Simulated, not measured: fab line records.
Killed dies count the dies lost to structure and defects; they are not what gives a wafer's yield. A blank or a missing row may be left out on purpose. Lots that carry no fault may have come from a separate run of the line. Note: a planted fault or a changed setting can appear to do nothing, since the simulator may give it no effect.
2 desks looking at one fault || flow sky130 || only its own numbers are on each desk; what lay behind them is given at the end

THE TOOL OWNER'S DESK: furnace-02
The tool's own readings at SKY_SONOS_ONO_OXIDATION_00 (stabilise 600 s, purge 300 s, target thk 2.6 nm): means of the sampled wafers that have a number, for each lot that ran on this tool. Marked OUT: a lot whose mean sits more than 4 standard deviations from the usual mean, which makes it out of limits; the brackets give that distance.
Columns: A = spikeTcCentreC at SKY_SONOS_ONO_OXIDATION_00, usual 800.1 C; B = spikeTcLowerC at SKY_SONOS_ONO_OXIDATION_00, usual 801.2 C; C = spikeTcTopC at SKY_SONOS_ONO_OXIDATION_00, usual 814.0 C; D = spikeTcUpperC at SKY_SONOS_ONO_OXIDATION_00, usual 800.5 C; E = tubeCenterTempC at SKY_SONOS_ONO_OXIDATION_00, usual 800 C; F = tube_center_temp_C_max at SKY_SONOS_ONO_OXIDATION_00, usual 802.1
{"lot": "L688", "first seen here": "day 13 05:25", "A": 800.8, "B": 800.9, "C": 816.7, "D": 800.3, "E": 800, "F": 801.9}
{"lot": "L689", "first seen here": "day 13 12:34", "A": 801.6, "B": 801.3, "C": 814.9, "D": 799.0, "E": 800, "F": 801.8}
{"lot": "L690", "first seen here": "day 13 19:31", "A": 802.6, "B": 800.4, "C": 815.7, "D": 800.0, "E": 800, "F": 801.9}
{"lot": "L699", "first seen here": "day 16 16:40", "A": 806.0, "B": 805.0, "C": 819.1, "D": 803.7, "E": "804 (+58) OUT", "F": "806.2 (+11) OUT"}
{"lot": "L701", "first seen here": "day 17 11:12", "A": 805.1, "B": "806.0 (+4.8) OUT", "C": 820.0, "D": 804.2, "E": "804 (+58) OUT", "F": "806.3 (+11) OUT"}
This desk finds L699, L701 out of limits, L699 being first, at day 16 16:40 (tubeCenterTempC at SKY_SONOS_ONO_OXIDATION_00). L688, L689, L690: within limits.

AT THE METROLOGY DESK
What the gauges read for every lot (on any tool): the sampled wafers with a number, averaged. Marked OUT: a lot whose mean sits more than 4 standard deviations from the usual mean, which makes it out of limits; the brackets give that distance.
Columns: A = SONOS_TUNNEL_TW at SKY_SONOS_TUNNEL_TW_MEAS_12, usual 196.3; B = SONOS_ONO_OXIDATION_THK at SKY_SONOS_ONO_THK_MEAS_01, usual 2.59 nm; C = SONOS_ONO_CVD_02_THK at SKY_SONOS_ONO_THK_MEAS_03, usual 10.60 nm
{"lot": "L683", "first seen here": "day 11 21:09", "A": 193.1, "B": 2.67, "C": 10.64}
{"lot": "L684", "first seen here": "day 11 23:06", "A": 199.9, "B": 2.61, "C": 10.66}
{"lot": "L685", "first seen here": "day 12 01:40", "A": 197.0, "B": 2.61, "C": 10.65}
{"lot": "L686", "first seen here": "day 12 09:43", "A": 196.3, "B": 2.70, "C": 10.70}
{"lot": "L688", "first seen here": "day 13 04:19", "A": 196.1, "B": 2.63, "C": 10.55}
{"lot": "L689", "first seen here": "day 13 11:54", "A": 196.9, "B": 2.58, "C": 10.59}
{"lot": "L690", "first seen here": "day 13 19:28", "A": 194.9, "B": 2.59, "C": 10.47}
{"lot": "L699", "first seen here": "day 16 15:34", "A": 195.3, "B": 2.72, "C": 10.85}
{"lot": "L700", "first seen here": "day 17 03:37", "A": 196.3, "B": 2.58, "C": 10.52}
{"lot": "L701", "first seen here": "day 17 10:05", "A": 195.5, "B": 2.81, "C": 10.54}
{"lot": "L706", "first seen here": "day 19 12:38", "A": 195.5, "B": 2.56, "C": 10.59}
Finding of this desk: none of the 11 lots has anything out of limits.

ALL TOGETHER
An alarm could have come from the tool owner's desk at day 16 16:40, on L699, L701.
From the metrology desk's view, nothing was out of limits.
The metrology desk holds a record of L699, L701, inside its limits.
SKY_SONOS_ONO_OXIDATION_00 was run on furnace-02 by each of the lots named.

WHAT THE SIMULATOR HAD PUT IN
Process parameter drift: furnace-02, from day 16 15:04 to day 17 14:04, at SKY_SONOS_ONO_OXIDATION_00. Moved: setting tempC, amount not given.
Struck lots among those shown: L699, L701.
Time in hours from fault onset to the first out-of-limits reading at each desk: the tool owner's desk, 2.
